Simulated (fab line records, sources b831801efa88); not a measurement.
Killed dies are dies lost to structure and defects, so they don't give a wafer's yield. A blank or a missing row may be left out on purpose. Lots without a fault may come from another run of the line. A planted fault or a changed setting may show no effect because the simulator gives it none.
Problem report in the 8D (eight disciplines) form, filled by code | flow sky130 | the parts of the form that need people (team, actions taken, sign-off) are left out

1. THE PROBLEM
LOCAL_INTERCONNECT_TIN_RS at SKY_LOCAL_INTERCONNECT_RS_MEAS_01 reads a mean of 17.92 ohm/sq on 6 wafers of 2 lots; wafers without a fault read 14.19 ohm/sq with a standard deviation of 0.14. That is +27 standard deviations from the usual mean.
The step: measures by four-point-probe.
First seen on wafer L658.1, day 33 11:56, on film_metro-01. The record holds 30 wafers of 10 lots with a number at this step. Rule for "out", or "out of limits": more than 4 standard deviations from the usual mean. The other wafers with a number count as sound.

2. WHAT IT IS AND WHAT IT IS NOT
question                    | is                           | is not
which readings at this step | LOCAL_INTERCONNECT_TIN_RS    | -
which lots                  | L658, L660                   | L646, L647, L649, L650, L653, L665, L666, L668
which wafers of those lots  | all that have a number       | -
read on which gauges        | film_metro-01, film_metro-04 | film_metro-02
when                        | from day 33 11:56            | up to then (15 sound wafers); but 9 sound wafers of L665, L666, L668 came after

3. SUSPECTS, AND WHAT RULES EACH OUT
Counting: a tool at a process step up to the reading stays a suspect if it ran every lot that is out and no sound lot after the first of them.
- the gauge at SKY_LOCAL_INTERCONNECT_RS_MEAS_01: ruled out. The wafers that are out were read on 2 gauges (film_metro-01, film_metro-04).
- rie_diel-04 at SKY_LI_CONTACT_ETCH_15 (etches PSG in C4F8/O2/Ar, stops on Si, target depth 600 nm): ruled out as a lasting fault. Sound lots L666 ran on it after its first lot that is out, L658 (day 33 10:45).
- plasma_asher-01 at SKY_LI_CONTACT_STRIP_16 (strips in O2/N2): ruled out as a lasting fault. Sound lots L666 ran on it after its first lot that is out, L658 (day 33 10:50).
- pvd_sputter-01 at SKY_LOCAL_INTERCONNECT_SPUTTER_00 (material TiN, target thk 100 nm, time 83.3 s): kept. It ran every lot that is out, first L658 (day 33 11:52), and no sound lot after that; its last sound lot up to then is L653 (day 31 20:18).
Left after counting: pvd_sputter-01 at SKY_LOCAL_INTERCONNECT_SPUTTER_00.

4. THE CAUSE (what the simulator had put in)
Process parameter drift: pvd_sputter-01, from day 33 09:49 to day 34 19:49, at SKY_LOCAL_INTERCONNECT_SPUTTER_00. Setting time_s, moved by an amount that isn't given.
Counting left only this tool.

5. THE CHAIN OF EFFECTS, in route order
Each row: a reading whose mean over the struck wafers that have a number lies more than 3 standard deviations from the usual. Only readings for which the record gives a usual standard deviation are gone through. hours: the time from each lot's start at the first step in this table that gives one to its start at this step, as a median over the lots. sigmas: the change in usual standard deviations.
hours | step                                 | reading                    | usual        | on struck wafers | change | sigmas
0     | SKY_LOCAL_INTERCONNECT_RS_MEAS_01    | LOCAL_INTERCONNECT_TIN_RS  | 14.19 ohm/sq | 17.92            | +3.73  | +27
0     | SKY_LOCAL_INTERCONNECT_THK_MEAS_02   | LOCAL_INTERCONNECT_TIN_THK | 97.6 nm      | 78.2             | -19.4  | -22
27    | SKY_LOCAL_INTERCONNECT_METAL_ETCH_14 | oes_product_au             | 0.939 a.u.   | 0.827            | -0.112 | -16
27    | SKY_LOCAL_INTERCONNECT_METAL_ETCH_14 | throttle_valve_pct         | 21.902 %     | 21.969           | +0.067 | +7.2
The process steps in it:
- SKY_LOCAL_INTERCONNECT_METAL_ETCH_14: etches TiN in Cl2/BCl3, stops on PSG, target depth 110 nm, time 31.4 s.

6. WHAT WOULD HAVE CAUGHT IT SOONER
In this record the first reading out of limits at a measuring or inspecting step was taken at day 33 11:56, 2 hours after the fault began at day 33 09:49.
Of the tool readings at SKY_LOCAL_INTERCONNECT_SPUTTER_00 for which the record gives a usual standard deviation, none was out on any struck wafer, so an alarm limit of 4 standard deviations on them would not have fired.
Of the lots that are out (2), L660 began SKY_LOCAL_INTERCONNECT_SPUTTER_00 on pvd_sputter-01 after day 33 11:56. A hold on the tool at that time would have spared it.
